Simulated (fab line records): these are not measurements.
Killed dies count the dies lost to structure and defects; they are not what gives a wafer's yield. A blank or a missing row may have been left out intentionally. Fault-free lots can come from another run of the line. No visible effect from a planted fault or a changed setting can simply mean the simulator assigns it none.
Struck lot and sound lot, side by side	flow sky130	44 steps out of a route of 708
Sound: the wafers L329.4, L329.5, L329.6. Wafers struck: L345.4, L345.5, L345.6. The cause comes at the end.
Per side, at each step with rows, come the tool, then ch with its chambers, and then its first start. Under that, the readings that differ: sound wafers	struck wafers	difference of the means	sigmas: that difference in standard deviations of wafers without a fault.
alike: same words and numbers on both sides, and readings whose means sit less than 2 such deviations apart. not compared: any withheld reading, any reading some wafer has no value for, any bound like >300 that may hide the same value, and any number with overlapping values for which the record gives no deviation.
The two part at a step that has a row with sigmas, a row that says differs or no value, or rows on one side only. Numbers that don't overlap but have no deviation are shown without sigmas and don't part them. A reading missing from all wafers of one side parts the sides only when that side holds two or more wafers.

first, 1 step without rows for these wafers: SKY_SONOS_TUNNEL_DEVELOP_06 (develop time 60 s).
SKY_SONOS_TUNNEL_CD_MEAS_07 targets a cd of 410 nm.
  struck on cd-sem-01, day 19 07:32; sound on cd-sem-01, day 13 17:06
  alike: cd-nm
SKY_SONOS_TUNNEL_OVL_MEAS_08:
  struck on overlay-01, day 19 07:37; sound on overlay-02, day 13 17:10
reading	sound	struck	difference	sigmas
SONOS_TUNNEL_OVL (nm)	1.0 2.4 2.0	-1.2 -1.6 -1.3	-3.2	-2
then, 3 steps without rows for these wafers: SKY_SONOS_TUNNEL_IMPLANT_09; SKY_SONOS_TUNNEL_WET_ETCH_10 (etches SiO2 in dHF, target depth 14 nm, time 280 s); SKY_SONOS_TUNNEL_STRIP_11 (strips in SPM, time 600 s).
SKY_SONOS_TUNNEL_TW_MEAS_12:
  struck on film-metro-01, day 19 08:04; sound on film-metro-01, day 13 17:39
  alike: SONOS_TUNNEL_TW
then, 2 steps without rows for these wafers: SKY_SONOS_TUNNEL_CLEAN_13 (cleans in dHF, time 20 s); SKY_SONOS_ONO_OXIDATION_00 (stabilise 600 s, purge 300 s, target thk 2.6 nm).
SKY_SONOS_ONO_THK_MEAS_01:
  struck on film-metro-04, day 19 10:03; sound on film-metro-04, day 13 20:40
reading	sound	struck	difference	sigmas
SONOS_ONO_OXIDATION_THK (nm)	2.69 2.58 2.62	2.54 2.54 2.51	-0.10	-2
then, 1 step without rows for these wafers: SKY_SONOS_ONO_CVD_02 (deposits Si3N4 from DCS/NH3, target thk 10.5 nm, time 180 s).
SKY_SONOS_ONO_THK_MEAS_03:
  struck on film-metro-03, day 19 11:46; sound on film-metro-01, day 13 23:26
reading	sound	struck	difference	sigmas
SONOS_ONO_CVD_02_THK (nm)	10.51 10.58 10.63	10.25 10.15 10.32	-0.33	-2
SKY_SONOS_ONO_CVD_04: deposits SiO2 from SiH4/N2O, target thk 5.7199 nm.
  sound on lpcvd-03 ch 0, day 13 23:28; struck on lpcvd-03 ch 0, day 19 12:38
reading	sound	struck	difference	sigmas
pressure-mtorr (mTorr)	399.3 399.7 399.3	480.7 481.3 481.8	+81.8	+99 or more
model.SiO2_of_SONOS_ONO_CVD_04.thk-nm (nm)	5.767 5.751 5.697	6.294 6.257 6.339	+0.558	
SKY_SONOS_ONO_THK_MEAS_05:
  struck on film-metro-04, day 19 14:32; sound on film-metro-04, day 14 00:44
reading	sound	struck	difference	sigmas
SONOS_ONO_CVD_04_THK (nm)	5.80 5.82 5.70	6.29 6.26 6.35	+0.53	+4
then, 7 steps without rows for these wafers: SKY_SONOS_ONO_DEHYDRATE_06 (time 60 s); SKY_SONOS_ONO_HMDS_07 (prime time 60 s); SKY_SONOS_ONO_COAT_08 (resist thk 1140 nm); SKY_SONOS_ONO_SOFTBAKE_09 (time 60 s); SKY_SONOS_ONO_EXPOSE_10 (exposes mask ONOM, target cd 410 nm); SKY_SONOS_ONO_PEB_11; SKY_SONOS_ONO_DEVELOP_12 (develop time 60 s).
SKY_SONOS_ONO_CD_MEAS_13 targets a cd of 410 nm.
  struck on cd-sem-01, day 20 20:44; sound on cd-sem-01, day 15 03:03
  alike: cd-nm
SKY_SONOS_ONO_OVL_MEAS_14:
  struck on overlay-01, day 20 20:49; sound on overlay-01, day 15 03:07
reading	sound	struck	difference	sigmas
SONOS_ONO_OVL (nm)	1.2 1.2 0.2	-2.7 -2.5 -2.1	-3.3	-3
SKY_SONOS_ONO_ETCH_15: etches the open film in CHF3/O2, target depth 19.52 nm, time 7.8 s.
  sound on rie-diel-03 ch 2,3, day 15 03:08; struck on rie-diel-01 ch 0,1, day 20 20:50
reading	sound	struck	difference	sigmas
drypump-motor-current-A (A)	6.6 6.6 5.4	4.8 4.8 6.1	-1.0	-2
  alike: oes-product-au, throttle-valve-pct
  not compared: rf-hours-counter-h
then, 1 step without rows for these wafers: SKY_SONOS_ONO_WET_ETCH_16 (etches SiO2 in dHF, target depth 14 nm, time 280 s).
SKY_SONOS_ONO_STRIP_17: strips in O2/N2.
  sound on plasma-asher-01 ch 0,1, day 15 03:17; struck on plasma-asher-01 ch 0,1, day 20 20:59
  alike: drypump-motor-current-A, oes-product-au, strip-time-to-endpoint-s
  not compared: rf-hours-counter-h
then, 3 steps without rows for these wafers: SKY_SONOS_ONO_WET_ETCH_18 (etches Si3N4 in H3PO4, target depth 15 nm, time 172 s); SKY_GATE_OXIDE_CLEAN_00 (cleans in SC1/SC2, time 150 s); SKY_GATE_OXIDE_OXIDATION_01 (stabilise 600 s, purge 300 s, target thk 10.268 nm).
SKY_GATE_OXIDE_THK_MEAS_02:
  struck on film-metro-02, day 20 22:37; sound on film-metro-01, day 15 05:19
  alike: GATE_OXIDE_OXIDATION_00_THK
then, 7 steps without rows for these wafers: SKY_GATE_OXIDE_DEHYDRATE_03 (time 60 s); SKY_GATE_OXIDE_HMDS_04 (prime time 60 s); SKY_GATE_OXIDE_COAT_05 (resist thk 1140 nm); SKY_GATE_OXIDE_SOFTBAKE_06 (time 60 s); SKY_GATE_OXIDE_EXPOSE_07 (exposes mask LVOM, target cd 600 nm); SKY_GATE_OXIDE_PEB_08; SKY_GATE_OXIDE_DEVELOP_09 (develop time 60 s).
SKY_GATE_OXIDE_OVL_MEAS_10:
  struck on overlay-01, day 22 05:17; sound on overlay-02, day 16 09:09
  alike: GATE_OXIDE_OVL
then, 2 steps without rows for these wafers: SKY_GATE_OXIDE_IMPLANT_11; SKY_GATE_OXIDE_WET_ETCH_12 (etches SiO2 in dHF, target depth 16.8 nm, time 336 s).
SKY_GATE_OXIDE_STRIP_13: strips in O2/N2.
  sound on plasma-asher-01 ch 0,1, day 16 09:28; struck on plasma-asher-02 ch 0,1, day 22 05:35
reading	sound	struck	difference	sigmas
strip-time-to-endpoint-s (s)	14.24 14.28 14.26	14.19 14.17 14.20	-0.07	-2
  alike: drypump-motor-current-A, oes-product-au
  not compared: rf-hours-counter-h
SKY_GATE_OXIDE_TW_MEAS_14:
  struck on film-metro-02, day 22 05:41; sound on film-metro-04, day 16 09:33
  alike: GATE_OXIDE_TW
SKY_GATE_OXIDE_CLEAN_15: cleans in SC1/SC2, time 150 s.
  sound on wet-bench-02 ch 1, day 16 09:35; struck on wet-bench-01 ch 0, day 22 05:43
reading	sound	struck	difference	sigmas
model.SiO2_of_SONOS_ONO_CVD_04.thk-nm (nm)	4.269 4.247 4.201	4.776 4.739 4.819	+0.539	
-- record jumps: 29 days separate the struck wafers' starts on either side; left off in module GATE_OXIDE, taken up again in module PAD_OPEN, whose first shown step is the route's number 708 --
SKY_PAD_OPEN_PROBE_99:
  struck on prober-02, day 51 01:41; sound on prober-02, day 47 13:37
reading	sound	struck	difference	sigmas
model.etest.sonos-uncharged.r-on-ohm-um	823.3 831.5 817.2	835.2 836.5 837.4	+12.4	
model.etest.cap-ono.gate-log10-a-cm2	-8.179 -8.08 -8.074	-8.417 -8.398 -8.409	-0.297	
model.etest.cap-ono.gate-bv-v (V)	16.29 16.28 16.25	16.7 16.51 16.99	+0.5	
model.etest.cap-ono.tox-acc-nm (nm)	13 12.98 12.94	13.28 13.25 13.34	+0.32	
model.etest.sonos-programmed.vt-v (V)	1.382 1.458 1.435	1.282 1.319 1.168	-0.169	
model.etest.sonos-baked.vt-v (V)	0.8996 0.9719 0.9418	0.7536 0.8212 0.7532	-0.1618	
  alike: killed_at_M0_to_M3, killed_at_M4_up, killed-at-contacts, killed-at-front-end, killed-at-other, killed-dies, killed-open, killed-short
  not compared: model.etest.sonos-erased.drive-ua-um, model.etest.sonos-erased.vt-v

WHERE THEY PART
First at SKY_SONOS_TUNNEL_OVL_MEAS_08; last, within this record, at SKY_GATE_OXIDE_STRIP_13. Later steps at which nothing parts them and some readings are alike: SKY_GATE_OXIDE_TW_MEAS_14, SKY_PAD_OPEN_PROBE_99.

WHY: what the simulator had put in
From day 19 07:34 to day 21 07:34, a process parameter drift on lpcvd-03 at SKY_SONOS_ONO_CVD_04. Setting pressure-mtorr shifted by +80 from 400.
